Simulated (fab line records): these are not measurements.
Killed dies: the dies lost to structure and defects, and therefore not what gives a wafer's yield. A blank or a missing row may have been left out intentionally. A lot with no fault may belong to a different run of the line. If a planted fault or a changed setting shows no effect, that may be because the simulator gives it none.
fab line records	flow gf180mcu
record lots=11	wafers=32	last_day=34
route steps=602 shown V2@403 M3@409 V3@452
lots untouched by any fault: they come from a run of this same line in which no faults occurred
start_h: the number of hours between the record's first day and the start of the first shown wafer of the lot	wait_h: time in hours since the lot's previous step	" as in the row above	L1.1+2: a single row standing in for several wafers	- value missing, or start not given	* or withheld: withheld	< > ~ a bound
route shown NAME@n: names a module that has steps shown in the file, with the first one's number in the route	usual: mean and standard deviation over wafers with no fault	same: alike in all rows	chamber/n: place in a boat	sites: readings site by site	_std_site: their standard deviation	_edge_site: inner sites' mean taken away from outer sites' mean	radius_mm: how far each site lies from the wafer's centre	mask NAME#n: copy n	behind: the tool/chamber that last shaped the wafer	hold: cause of the lot's hold/its duration in hours/its outcome	device: transistor that didn't switch, given as n, p or np	end of line: at the end of the route, the tests of the same wafers	a step with no rows: only its recipe	killed: not the wafer's yield, but the dies lost to structure and defects at the first sort	map: a wafer's dies, x killed, . not, _ none there
set.NAME: the setting the step ran with; set.NAME@STEP: the setting that earlier step ran with	model.NAME: the simulator's own value behind a step, which no gauge read
route steps across a sampled set of lots; one table per step, one row per wafer
services: a tool's chamber out of use, with start hour (start_h, from the record's first day; less than 0 if before it), hours out, and reason
## steps
# step GF_V2_SPUTTER_21
# recipe material=Ti	target_thk_nm=15	chamber_pressure_pa=5	power_w=2500	substrate_temp_c=200	time_s=80.02
# usual throttle_valve_pct=30.5/0.86
lot.wafer	tool	chamber	start_h	wait_h	throttle_valve_pct
L203.3	pvd_sputter-04	-	472.55	0.0	29.8
L203.4	"	-	"	"	29.2
L203.6	"	-	"	"	29.3
L208.4	pvd_sputter-01	-	512.16	0.0	31.7
L208.5	"	-	"	"	31.3
L212.1	pvd_sputter-04	-	550.78	0.0	31.2
L212.2	"	-	"	"	30.4
L212.4	"	-	"	"	29.9
L215.3	pvd_sputter-04	-	571.81	0.0	30.0
L215.5	"	-	"	"	31.0
L215.6	"	-	"	"	29.3
L218.1	pvd_sputter-04	-	591.76	0.0	29.2
L218.2	"	-	"	"	30.6
L218.3	"	-	"	"	29.9
L219.2	pvd_sputter-04	-	606.21	0.0	30.5
L219.3	"	-	"	"	30.0
L219.5	"	-	"	"	30.9
L221.3	pvd_sputter-01	-	622.30	0.0	29.2
L221.4	"	-	"	"	31.2
L221.6	"	-	"	"	31.4
L222.2	pvd_sputter-04	-	633.04	0.0	30.2
L222.3	"	-	"	"	30.0
L222.6	"	-	"	"	30.4
L223.3	pvd_sputter-04	-	636.04	0.0	29.4
L223.5	"	-	"	"	29.8
L223.6	"	-	"	"	31.1
L224.1	pvd_sputter-03	-	644.34	0.0	29.6
L224.4	"	-	"	"	30.1
L224.6	"	-	"	"	30.8
L225.3	pvd_sputter-03	-	654.40	0.0	29.7
L225.4	"	-	"	"	30.9
L225.6	"	-	"	"	32.1
# step GF_M3_SPUTTER_00
# recipe material=Ti	target_thk_nm=37.5	arriving_ion_energy_ev=80	substrate_temp_c=200	chamber_pressure_pa=2	power_w=4000	time_s=150
# usual throttle_valve_pct=30.2/0.91
lot.wafer	tool	chamber	start_h	wait_h	throttle_valve_pct
L203.3	pvd_sputter-01	-	473.25	0.1	31.5
L203.4	"	-	"	"	29.6
L203.6	"	-	"	"	30.8
L208.4	pvd_sputter-04	-	513.05	0.2	30.8
L208.5	"	-	"	"	29.7
L212.1	pvd_sputter-01	-	551.47	0.2	31.3
L212.2	"	-	"	"	29.7
L212.4	"	-	"	"	31.2
L215.3	pvd_sputter-01	-	572.50	0.2	29.6
L215.5	"	-	"	"	31.0
L215.6	"	-	"	"	29.7
L218.1	pvd_sputter-01	-	592.46	0.2	31.2
L218.2	"	-	"	"	29.5
L218.3	"	-	"	"	31.3
L219.2	pvd_sputter-04	-	606.90	0.2	30.9
L219.3	"	-	"	"	30.3
L219.5	"	-	"	"	30.2
L221.3	pvd_sputter-01	-	623.14	0.1	31.8
L221.4	"	-	"	"	31.2
L221.6	"	-	"	"	31.4
L222.2	pvd_sputter-02	-	633.73	0.2	30.0
L222.3	"	-	"	"	28.4
L222.6	"	-	"	"	28.4
L223.3	pvd_sputter-01	-	636.73	0.1	31.3
L223.5	"	-	"	"	31.2
L223.6	"	-	"	"	29.2
L224.1	pvd_sputter-04	-	645.04	0.1	30.6
L224.4	"	-	"	"	29.2
L224.6	"	-	"	"	30.0
L225.3	pvd_sputter-04	-	655.09	0.2	30.8
L225.4	"	-	"	"	30.4
L225.6	"	-	"	"	30.4
# step GF_M3_SPUTTER_03
# recipe material=Ti	target_thk_nm=10	substrate_temp_c=300	chamber_pressure_pa=0.3	power_w=3000	time_s=6.7
# usual throttle_valve_pct=30.2/0.92
lot.wafer	tool	chamber	start_h	wait_h	throttle_valve_pct
L203.3	pvd_sputter-01	-	473.41	0.0	31.4
L203.4	"	-	"	"	29.6
L203.6	"	-	"	"	30.9
L208.4	pvd_sputter-04	-	513.21	0.0	30.8
L208.5	"	-	"	"	29.9
L212.1	pvd_sputter-01	-	551.63	0.0	31.6
L212.2	"	-	"	"	29.3
L212.4	"	-	"	"	31.1
L215.3	pvd_sputter-01	-	572.66	0.0	29.4
L215.5	"	-	"	"	31.1
L215.6	"	-	"	"	29.7
L218.1	pvd_sputter-01	-	592.62	0.0	31.6
L218.2	"	-	"	"	29.2
L218.3	"	-	"	"	31.3
L219.2	pvd_sputter-04	-	607.06	0.0	30.7
L219.3	"	-	"	"	30.5
L219.5	"	-	"	"	30.4
L221.3	pvd_sputter-01	-	623.30	0.0	31.3
L221.4	"	-	"	"	30.8
L221.6	"	-	"	"	31.3
L222.2	pvd_sputter-02	-	633.89	0.0	29.8
L222.3	"	-	"	"	28.2
L222.6	"	-	"	"	28.2
L223.3	pvd_sputter-01	-	636.89	0.0	31.2
L223.5	"	-	"	"	30.6
L223.6	"	-	"	"	29.5
L224.1	pvd_sputter-04	-	645.20	0.0	30.4
L224.4	"	-	"	"	29.1
L224.6	"	-	"	"	30.1
L225.3	pvd_sputter-04	-	655.25	0.0	31.1
L225.4	"	-	"	"	30.6
L225.6	"	-	"	"	30.4
# step GF_V3_CVD_23
# recipe material=W	target_thk_nm=350	time_s=104.9	temp_c=400	pressure_torr=40
# usual heater_power_w=913/110
lot.wafer	tool	chamber	start_h	wait_h	heater_power_w	since_wet_clean_h
L203.3	cvd_w-01	1	522.72	0.1	874	-
L203.4	"	0	"	"	844	-
L203.6	"	0	"	"	852	-
L208.4	cvd_w-01	1	561.13	0.1	878	-
L208.5	"	1	"	"	862	-
L212.1	cvd_w-02	0	596.96	0.0	1102	693
L212.2	"	1	"	"	832	693
L212.4	"	0	"	"	1099	-
L215.3	cvd_w-02	1	617.32	0.1	840	-
L215.5	"	0	"	"	1119	-
L215.6	"	1	"	"	821	-
L218.1	cvd_w-02	0	636.63	0.0	1110	733
L218.2	"	1	"	"	848	733
L218.3	"	1	"	"	846	-
L219.2	cvd_w-01	0	650.99	0.0	830	247
L219.3	"	1	"	"	905	-
L219.5	"	1	"	"	871	-
L221.3	cvd_w-01	0	664.49	0.1	832	-
L221.4	"	1	"	"	898	-
L221.6	"	1	"	"	881	-
L222.2	cvd_w-01	0	675.74	0.0	851	272
L222.3	"	0	"	"	841	-
L222.6	"	0	"	"	859	-
L223.3	cvd_w-02	1	678.90	0.1	845	-
L223.5	"	1	"	"	828	-
L223.6	"	0	"	"	1111	-
L224.1	cvd_w-01	1	686.54	0.0	891	283
L224.4	"	1	"	"	893	-
L224.6	"	1	"	"	858	-
L225.3	cvd_w-02	1	695.95	0.1	852	-
L225.4	"	0	"	"	1130	-
L225.6	"	0	"	"	1121	-
# step GF_V3_RS_MEAS_24
# recipe thk_meas_gauge=four-point-probe	reads=W_of_V3_CVD_23+TiN_of_V3_SPUTTER_22+Ti_of_V3_SPUTTER_21
# usual V3_W_RS=0.325/0.0035
lot.wafer	tool	chamber	start_h	wait_h	V3_W_RS[ohm/sq]
L203.3	film_metro-03	-	522.84	0.1	0.326
L203.4	"	-	"	"	0.329
L203.6	"	-	"	"	0.326
L208.4	film_metro-04	-	561.26	0.1	0.261
L208.5	"	-	"	"	0.324
L212.1	film_metro-03	-	597.07	0.1	0.327
L212.2	"	-	"	"	0.323
L212.4	"	-	"	"	0.326
L215.3	film_metro-03	-	617.44	0.1	0.325
L215.5	"	-	"	"	0.325
L215.6	"	-	"	"	0.323
L218.1	film_metro-03	-	636.75	0.1	0.324
L218.2	"	-	"	"	0.322
L218.3	"	-	"	"	0.326
L219.2	film_metro-01	-	651.12	0.1	0.320
L219.3	"	-	"	"	0.313
L219.5	"	-	"	"	0.315
L221.3	film_metro-04	-	664.61	0.1	0.331
L221.4	"	-	"	"	0.320
L221.6	"	-	"	"	0.322
L222.2	film_metro-03	-	675.87	0.1	0.330
L222.3	"	-	"	"	0.330
L222.6	"	-	"	"	0.330
L223.3	film_metro-03	-	679.01	0.1	0.321
L223.5	"	-	"	"	0.319
L223.6	"	-	"	"	0.325
L224.1	film_metro-04	-	686.65	0.1	0.321
L224.4	"	-	"	"	0.322
L224.6	"	-	"	"	0.318
L225.3	film_metro-03	-	696.07	0.1	0.323
L225.4	"	-	"	"	0.322
L225.6	"	-	"	"	0.324
# step GF_V3_THK_MEAS_25
# recipe thk_meas_gauge=xrf	reads=W_of_V3_CVD_23
# usual V3_W_THK=348/4.6
lot.wafer	tool	chamber	start_h	wait_h	V3_W_THK[nm]
L203.3	film_metro-03	-	522.94	0.1	347
L203.4	"	-	"	"	344
L203.6	"	-	"	"	349
L208.4	film_metro-04	-	561.35	0.1	432
L208.5	"	-	"	"	349
L212.1	film_metro-03	-	597.19	0.1	345
L212.2	"	-	"	"	348
L212.4	"	-	"	"	345
L215.3	film_metro-03	-	617.54	0.1	347
L215.5	"	-	"	"	347
L215.6	"	-	"	"	351
L218.1	film_metro-03	-	636.87	0.1	349
L218.2	"	-	"	"	352
L218.3	"	-	"	"	345
L219.2	film_metro-01	-	651.23	0.1	357
L219.3	"	-	"	"	365
L219.5	"	-	"	"	362
L221.3	film_metro-04	-	664.71	0.1	345
L221.4	"	-	"	"	356
L221.6	"	-	"	"	353
L222.2	film_metro-03	-	675.98	0.1	340
L222.3	"	-	"	"	338
L222.6	"	-	"	"	339
L223.3	film_metro-03	-	679.11	0.1	347
L223.5	"	-	"	"	352
L223.6	"	-	"	"	342
L224.1	film_metro-04	-	686.77	0.1	357
L224.4	"	-	"	"	355
L224.6	"	-	"	"	361
L225.3	film_metro-03	-	696.17	0.1	349
L225.4	"	-	"	"	349
L225.6	"	-	"	"	350
# step GF_V3_CMP_26
# recipe stop_on=SiO2	down_force_psi=3.5	platen_rpm=60	t_overpolish_s=15	target_thk_nm=0	pad_velocity_m_s=0.94248
# usual motor_current_A=11.2/1.7	time_to_endpoint_s=84/3.5
lot.wafer	tool	chamber	start_h	wait_h	motor_current_A	time_to_endpoint_s
L203.4	cmp-02	1	523.03	0.1	8.6	79
L203.3	"	3	"	"	11.7	80
L203.6	"	1	"	"	8.2	80
L208.4	cmp-02	2	561.43	0.1	12.7	111
L208.5	"	2	"	"	13.2	86
L212.4	cmp-02	2	597.25	0.0	11.6	86
L212.2	"	3	"	"	11.1	82
L212.1	"	0	"	"	10.3	84
L215.3	cmp-02	2	617.73	0.2	12.9	88
L215.5	"	3	"	"	10.9	84
L215.6	"	0	"	"	10.6	84
L218.3	cmp-02	1	636.93	0.0	8.8	85
L218.2	"	3	"	"	11.0	82
L218.1	"	0	"	"	10.4	83
L219.3	cmp-01	0	651.28	0.0	11.4	86
L219.2	"	3	"	"	12.8	84
L219.5	"	0	"	"	10.5	84
L221.4	cmp-01	0	664.75	0.0	10.9	87
L221.3	"	3	"	"	13.1	80
L221.6	"	0	"	"	11.3	86
L222.2	cmp-02	2	676.08	0.1	13.0	86
L222.3	"	0	"	"	10.6	82
L222.6	"	2	"	"	13.1	88
L223.3	cmp-01	0	679.29	0.2	11.2	82
L223.5	"	0	"	"	11.0	82
L223.6	"	1	"	"	14.3	87
L224.4	cmp-01	0	686.83	0.0	11.0	82
L224.1	"	3	"	"	12.7	83
L224.6	"	0	"	"	11.1	87
L225.4	cmp-02	3	696.28	0.1	11.1	82
L225.3	"	1	"	"	8.2	86
L225.6	"	0	"	"	9.9	82
## services
tool	chamber	start_h	hours	kind
cmp-01	-	469.59	11.5	repair
cvd_w-01	-	507.40	1.5	repair
cmp-02	-	507.74	8.4	pm
cvd_w-02	-	513.18	1.1	repair
cmp-01	-	536.46	2.4	repair
cmp-01	-	541.42	2.0	repair
cmp-01	-	553.34	5.5	pm
pvd_sputter-01	2	563.33	-	consumable_replace:kit
pvd_sputter-01	2	563.33	18.0	scheduled_down
pvd_sputter-01	2	563.33	18.0	vent_cycle
cmp-01	-	570.77	2.2	repair
cmp-01	-	572.99	4.0	pm
cmp-01	-	595.90	4.9	repair
cmp-01	-	607.83	0.8	repair
pvd_sputter-04	-	615.04	2.4	repair
cmp-02	-	624.80	6.6	pm
cmp-02	-	648.50	1.3	repair
pvd_sputter-01	-	652.05	24.1	repair
cmp-02	-	666.23	5.1	repair
pvd_sputter-04	3	675.72	-	consumable_replace:kit
pvd_sputter-04	3	675.72	18.0	scheduled_down
pvd_sputter-04	3	675.72	18.0	vent_cycle
cmp-02	-	685.59	1.4	repair
cmp-01	-	695.46	4.9	pm
## key
first_sign step=GF_V3_RS_MEAS_24	reading=V3_W_RS	direction=down	sigmas=18	usual=0.325	struck=0.261
effect step=GF_V3_THK_MEAS_25	reading=V3_W_THK	direction=up	sigmas=18	usual=348	struck=432
effect step=GF_V3_CMP_26	reading=time_to_endpoint_s	direction=up	sigmas=7.6	usual=*	struck=*
met_at GF_V3_CVD_23
struck_lots L208
struck_wafers L208.4
not_acting_at GF_V2_SPUTTER_21,GF_M3_SPUTTER_00,GF_M3_SPUTTER_03
onset_between 522.72 561.13
fault kind=process_parameter_drift	tool=cvd_w-01	chamber=-	onset_h=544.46	steps=GF_V3_CVD_23	channel=target_thk_nm	offset=87.095	shape=step	end_h=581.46	scope=struck_wafers_only	acts_in=these_recipes_only	stated=350
